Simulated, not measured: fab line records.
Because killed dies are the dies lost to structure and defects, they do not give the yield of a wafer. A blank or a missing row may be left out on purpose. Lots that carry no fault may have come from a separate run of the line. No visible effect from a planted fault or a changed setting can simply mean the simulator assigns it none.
Which tool did it? + flow gf180mcu + 12 lots, 36 wafers sampled, at 2 steps of a route of 602

## WHAT THE GAUGES READ, wafer by wafer
GF_M2_RS_MEAS_05: uses a four-point probe to measure.
| lot  | measured     | on            | M2_ALCU_RS (ohm/sq)  |
|------|--------------|---------------|----------------------|
| L075 | day 19 02:13 | film-metro-04 | 0.0695 0.0696 0.0697 |
| L078 | day 19 16:32 | film-metro-01 | 0.0691 0.0692 0.0690 |
| L079 | day 20 04:20 | film-metro-01 | 0.0700 0.0705 0.0696 |
| L081 | day 21 00:53 | film-metro-04 | 0.0699 0.0696 0.0697 |
| L083 | day 21 15:14 | film-metro-01 | 0.0699 0.0692 0.0707 |
| L085 | day 22 09:19 | film-metro-02 | 0.0682 0.0685 0.0689 |
| L087 | day 23 00:11 | film-metro-01 | 0.0693 0.0705 0.0690 |
| L089 | day 23 20:33 | film-metro-04 | 0.0705 0.0694 0.0690 |
| L091 | day 24 10:16 | film-metro-04 | 0.0689 0.0699 0.0682 |
| L093 | day 25 02:35 | film-metro-04 | 0.0690 0.0693 0.0689 |
| L095 | day 25 12:18 | film-metro-02 | 0.0698 0.0693 0.0695 |
| L097 | day 26 05:32 | film-metro-02 | 0.0683 0.0681 0.0678 |

## TOOL THAT RAN EACH LOT (tool first, then ch and the chambers of the sampled wafers, then the start)
| lot  | GF_V1_SPUTTER_22             |
|------|------------------------------|
| L075 | pvd-sputter-02, day 19 01:21 |
| L078 | pvd-sputter-02, day 19 15:40 |
| L079 | pvd-sputter-03, day 20 03:26 |
| L081 | pvd-sputter-04, day 21 00:02 |
| L083 | pvd-sputter-02, day 21 14:23 |
| L085 | pvd-sputter-03, day 22 08:26 |
| L087 | pvd-sputter-04, day 22 23:20 |
| L089 | pvd-sputter-04, day 23 19:41 |
| L091 | pvd-sputter-04, day 24 09:23 |
| L093 | pvd-sputter-02, day 25 01:43 |
| L095 | pvd-sputter-02, day 25 11:23 |
| L097 | pvd-sputter-04, day 26 04:41 |
- GF_V1_SPUTTER_22: material TiN, target thk 10 nm, time 40 s.

## THE ANSWER, worked out from the rows above alone
Rule: the usual values come from the lots themselves. Put in order of their means at a reading, lots are off if they are a third of the lots or fewer, leave a main group of 4 or more, and stand apart from it by a gap of 3 or more times the standard deviation of the main group's means; of several such gaps the widest counts. If all means in a main group match to the digits the tables above print for the reading, that group is not used. A lot without any number at a reading at which 4 lots or more have one is off too. Where the step has rows for the other lots, those lots are counted as sound.
Across all readings shown, no lot is off: no conclusion can be drawn from this.

## WHAT HAD BEEN PUT IN BY THE SIMULATOR
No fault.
